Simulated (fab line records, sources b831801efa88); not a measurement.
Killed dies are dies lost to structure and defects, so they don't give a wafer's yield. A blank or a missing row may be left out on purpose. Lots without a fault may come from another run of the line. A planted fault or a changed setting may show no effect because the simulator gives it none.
Which tool did it? | flow gf180mcu | 11 lots, 33 wafers sampled, at 2 steps of a route of 602

WHAT THE GAUGES READ, wafer by wafer
GF_M3_CD_MEAS_14: target cd 280 nm. Usual: cd_nm 280.0 nm, standard deviation 1.4.
lot  | measured     | on        | cd_nm (nm)        | flag
L912 | day 22 09:43 | cd_sem-02 | 280.3 278.8 279.0 |
L915 | day 23 11:55 | cd_sem-01 | 279.8 279.6 279.4 |
L923 | day 26 08:21 | cd_sem-02 | 277.9 278.2 278.8 |
L925 | day 27 06:04 | cd_sem-02 | 280.9 281.5 281.2 |
L927 | day 27 13:02 | cd_sem-02 | 280.8 280.8 281.7 |
L926 | day 27 16:43 | cd_sem-01 | 280.4 280.1 280.9 |
L928 | day 27 18:20 | cd_sem-02 | 278.0 279.5 279.1 |
L929 | day 27 21:59 | cd_sem-01 | 282.6 282.1 282.6 |
L930 | day 28 06:24 | cd_sem-02 | 281.2 279.7 280.6 |
L931 | day 28 12:59 | cd_sem-01 | 279.6 279.0 279.0 |
L932 | day 28 20:22 | cd_sem-02 | 279.1 281.0 279.9 |

GF_M3_OVL_MEAS_15. Usual: M3_OVL -1 nm, standard deviation 5.9.
lot  | measured     | on         | M3_OVL (nm) | flag
L912 | day 22 09:50 | overlay-02 | 1 0 -6      |
L915 | day 23 12:02 | overlay-02 | 5 0 4       |
L923 | day 26 08:26 | overlay-02 | -4 -10 -6   |
L925 | day 27 06:11 | overlay-01 | 4 0 1       |
L927 | day 27 13:07 | overlay-01 | -9 -13 -7   |
L926 | day 27 16:50 | overlay-01 | 1 1 3       |
L928 | day 27 18:26 | overlay-02 | -1 2 3      |
L929 | day 27 22:05 | overlay-02 | 1 -2 0      |
L930 | day 28 06:31 | overlay-01 | 5 -3 3      |
L931 | day 28 13:05 | overlay-01 | 2 9 3       |
L932 | day 28 20:29 | overlay-01 | -1 5 5      |

WHICH TOOL RAN EACH LOT (tool, then ch and the chambers of the sampled wafers, then the start)
The record holds no process step before these readings.

WHAT THE TOOLS THEMSELVES READ (means of the sampled wafers that have a number; where no wafer has one, the mark that the record gives instead)
The record holds no such reading with a usual standard deviation.

THE ANSWER, worked out from the rows above alone
Rule: a lot is off if the mean of its wafers that have a number lies more than 3 standard deviations from the usual mean. A lot without any number at a reading at which 4 lots or more have one is off too. The other lots that the step has rows for count as sound. The gauges are gone through in route order, then the tools' own readings, and for those a lot's mean is taken as printed above. The first step at which some lot is off is used, and at that step the reading that is off furthest; a lot without a number counts as furthest.
No lot is off at any reading shown: from this, nothing can be told.

WHAT THE SIMULATOR HAD PUT IN
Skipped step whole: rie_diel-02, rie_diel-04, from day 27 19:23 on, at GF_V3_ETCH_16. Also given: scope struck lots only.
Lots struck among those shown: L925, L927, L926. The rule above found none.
